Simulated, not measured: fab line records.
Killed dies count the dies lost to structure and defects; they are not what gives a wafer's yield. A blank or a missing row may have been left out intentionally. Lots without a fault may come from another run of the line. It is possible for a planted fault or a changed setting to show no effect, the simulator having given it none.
Chamber matching :: flow gf180mcu :: GF_CONTACT_CMP_04 on cmp-01: 4 sister chambers
The step polishes SiO2. 14 wafers are shown with their chamber, then 7 later ones without.

## WAFERS WITH THEIR CHAMBER
wafer: L159.1
chamber: 1
motorCurrentA (A): 9.7
timeToEndpointS (s): 112

wafer: L159.5
chamber: 3
motorCurrentA (A): 12.8
timeToEndpointS (s): 116

wafer: L159.6
chamber: 2
motorCurrentA (A): 12.2
timeToEndpointS (s): 111

wafer: L162.1
chamber: 2
motorCurrentA (A): 12.6
timeToEndpointS (s): 100

wafer: L162.3
chamber: 1
motorCurrentA (A): 9.4
timeToEndpointS (s): 110

wafer: L162.4
chamber: 3
motorCurrentA (A): 14.1
timeToEndpointS (s): 102

wafer: L161.1
chamber: 0
motorCurrentA (A): 12.6
timeToEndpointS (s): 99

wafer: L161.2
chamber: 1
motorCurrentA (A): 10.0
timeToEndpointS (s): 112

wafer: L161.5
chamber: 3
motorCurrentA (A): 14.4
timeToEndpointS (s): 110

wafer: L163.3
chamber: 3
motorCurrentA (A): 13.6
timeToEndpointS (s): 112

wafer: L163.4
chamber: 2
motorCurrentA (A): 12.4
timeToEndpointS (s): 123

wafer: L163.5
chamber: 3
motorCurrentA (A): 12.5
timeToEndpointS (s): 126

wafer: L164.2
chamber: 0
motorCurrentA (A): 12.6
timeToEndpointS (s): 93

wafer: L164.3
chamber: 2
motorCurrentA (A): 12.4
timeToEndpointS (s): 102

SIGNATURES (means of the wafers above)
reading: motorCurrentA
chamber 0: 12.600
chamber 1: 9.700
chamber 2: 12.400
chamber 3: 13.480
scatter within a chamber: 0.541

reading: timeToEndpointS
chamber 0: 96.00
chamber 1: 111.33
chamber 2: 109.00
chamber 3: 113.20
scatter within a chamber: 8.12
Rule: a wafer's distance from a chamber is the root of the sum, over the readings, of the square of ((its reading less the chamber's mean) divided by the reading's scatter). The wafer belongs to the nearest chamber; if the next one is less than 2 further off, it can't be placed. The scatter is the square root of a quotient: the sum, over the shown wafers, of each reading's squared deviation from its chamber's mean, divided by wafers minus chambers.

## WAFERS WITH NO CHAMBER GIVEN
wafer: L164.4
motorCurrentA (A): 10.0
timeToEndpointS (s): 117

wafer: L173.5
motorCurrentA (A): 9.6
timeToEndpointS (s): 116

wafer: L174.4
motorCurrentA (A): 12.3
timeToEndpointS (s): 103

wafer: L174.5
motorCurrentA (A): 13.1
timeToEndpointS (s): 103

wafer: L176.1
motorCurrentA (A): 13.1
timeToEndpointS (s): 101

wafer: L176.2
motorCurrentA (A): 9.9
timeToEndpointS (s): 104

wafer: L176.3
motorCurrentA (A): 12.7
timeToEndpointS (s): 97

## CHAMBER TAKEN BY EACH
wafer: L164.4
from the rows above: 1
in truth: 1

wafer: L173.5
from the rows above: 1
in truth: 1

wafer: L174.4
from the rows above: can't be placed: 2 or 0 or 3
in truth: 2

wafer: L174.5
from the rows above: can't be placed: 0 or 3 or 2
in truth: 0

wafer: L176.1
from the rows above: can't be placed: 0 or 2 or 3
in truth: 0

wafer: L176.2
from the rows above: 1
in truth: 1

wafer: L176.3
from the rows above: can't be placed: 0 or 2
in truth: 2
Placed correctly: 3 of 7. These rows do not allow placing 4 (true chamber among the candidates in 4). Number placed wrongly: 0.
